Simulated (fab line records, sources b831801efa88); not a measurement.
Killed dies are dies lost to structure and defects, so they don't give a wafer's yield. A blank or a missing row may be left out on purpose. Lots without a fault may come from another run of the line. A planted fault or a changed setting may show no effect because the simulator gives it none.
A struck lot beside a sound one | flow sky130 | 37 steps out of a route of 708
Sound: wafers L432.1, L432.2, L432.3. Struck: wafers L428.2, L428.3, L428.4. The cause comes at the end.
At each step with rows: each side's tool, then ch and its chambers, then its first start. Under that, the readings that differ: sound wafers | struck wafers | difference of the means | sigmas: that difference in standard deviations of wafers without a fault.
alike: readings whose means differ by less than 2 such deviations, and words and numbers that are the same on both sides. not compared: withheld readings, readings that some wafer has no value for, bounds like >300 that may hide the same value, and numbers for which the record gives no deviation and whose values overlap.
The two part at a step that has a row with sigmas, a row that says differs or no value, or rows on one side only. Numbers that don't overlap but have no deviation are shown without sigmas and don't part them. A reading that every wafer of one side lacks parts them only if that side has two wafers or more.

first, 10 steps without rows for these wafers: SKY_DNWELL_DEVELOP_06 (develop time 60 s); SKY_DNWELL_IMPLANT_07; SKY_DNWELL_STRIP_08 (strips in O2/N2); SKY_PWDE_DEHYDRATE_00 (time 60 s); SKY_PWDE_HMDS_01 (prime time 60 s); SKY_PWDE_COAT_02 (resist thk 3000 nm); SKY_PWDE_SOFTBAKE_03; SKY_PWDE_EXPOSE_04 (exposes mask PWDEM, target cd 840 nm); SKY_PWDE_PEB_05; SKY_PWDE_DEVELOP_06 (develop time 60 s).
SKY_PWDE_IMPLANT_08:
  sound on implanter-03 ch 0, day 8 04:11; struck on implanter-03 ch 0, day 7 05:11
then, 1 step without rows for these wafers: SKY_PWDE_STRIP_09 (strips in O2/N2).
SKY_PWDE_TW_MEAS_10:
  sound on film_metro-03, day 8 04:26; struck on film_metro-04, day 7 05:25
  reading | sound             | struck            | difference | sigmas
  PWDE_TW | 371.0 371.7 368.1 | 462.9 459.5 459.0 | +90.2      | +50
then, 22 steps without rows for these wafers: SKY_NWELL_DEHYDRATE_03 (time 60 s); SKY_NWELL_HMDS_04 (prime time 60 s); SKY_NWELL_COAT_05 (resist thk 3000 nm); SKY_NWELL_SOFTBAKE_06; SKY_NWELL_EXPOSE_07 (exposes mask NWM, target cd 840 nm); SKY_NWELL_PEB_08; SKY_NWELL_DEVELOP_09 (develop time 60 s); SKY_NWELL_IMPLANT_11; SKY_NWELL_IMPLANT_12; SKY_NWELL_IMPLANT_13; SKY_NWELL_STRIP_14 (strips in O2/N2); SKY_NWELL_DEHYDRATE_16 (time 60 s); SKY_NWELL_HMDS_17 (prime time 60 s); SKY_NWELL_COAT_18 (resist thk 3000 nm); SKY_NWELL_SOFTBAKE_19; SKY_NWELL_EXPOSE_20 (exposes mask NWM COMPLEMENT, target cd 840 nm); SKY_NWELL_PEB_21; SKY_NWELL_DEVELOP_22 (develop time 60 s); SKY_NWELL_IMPLANT_24; SKY_NWELL_STRIP_25 (strips in O2/N2); SKY_NWELL_CLEAN_27 (cleans in SC1/SC2, time 150 s); SKY_NWELL_RTA_28 (time 30 s).
SKY_NWELL_RS_MEAS_31: measures by four-point-probe.
  sound on film_metro-03, day 10 00:38; struck on film_metro-01, day 8 23:28
  reading          | sound          | struck         | difference | sigmas
  PWDE_RS (ohm/sq) | 5247 5284 5254 | 3118 3115 3127 | -2142      | -99 or more
-- the record jumps here: 41 days lie between the struck wafers' starts before and after (it left off in module NWELL and takes up again in module PAD_OPEN, whose first step shown is number 708 of the route) --
SKY_PAD_OPEN_PROBE_99:
  sound on prober-02, day 50 03:29; struck on prober-02, day 49 11:35
  reading                                   | sound                         | struck         | difference | sigmas
  model.etest.res_p_drift_20v.line_ohm_um   | 1.291e+04 1.291e+04 1.295e+04 | 6575 6773 6357 | -6355      |
  model.etest.res_p_drift_20v.rs_ohm_sq     | 1.082e+04 1.087e+04 1.087e+04 | 5481 5539 5218 | -5441      |
  model.etest.res_pwde_under_gate.rs_ohm_sq | 6235 6228 6266                | 3386 3391 3411 | -2847      |
  alike: killed_at_M0_to_M3, killed_at_M4_up, killed_at_contacts, killed_at_front_end, killed_at_other, killed_dies, killed_open, killed_short

WHERE THEY PART
First at SKY_PWDE_TW_MEAS_10; last, within this record, at SKY_NWELL_RS_MEAS_31. Later steps at which nothing parts them and some readings are alike: SKY_PAD_OPEN_PROBE_99.

WHY: what the simulator had put in
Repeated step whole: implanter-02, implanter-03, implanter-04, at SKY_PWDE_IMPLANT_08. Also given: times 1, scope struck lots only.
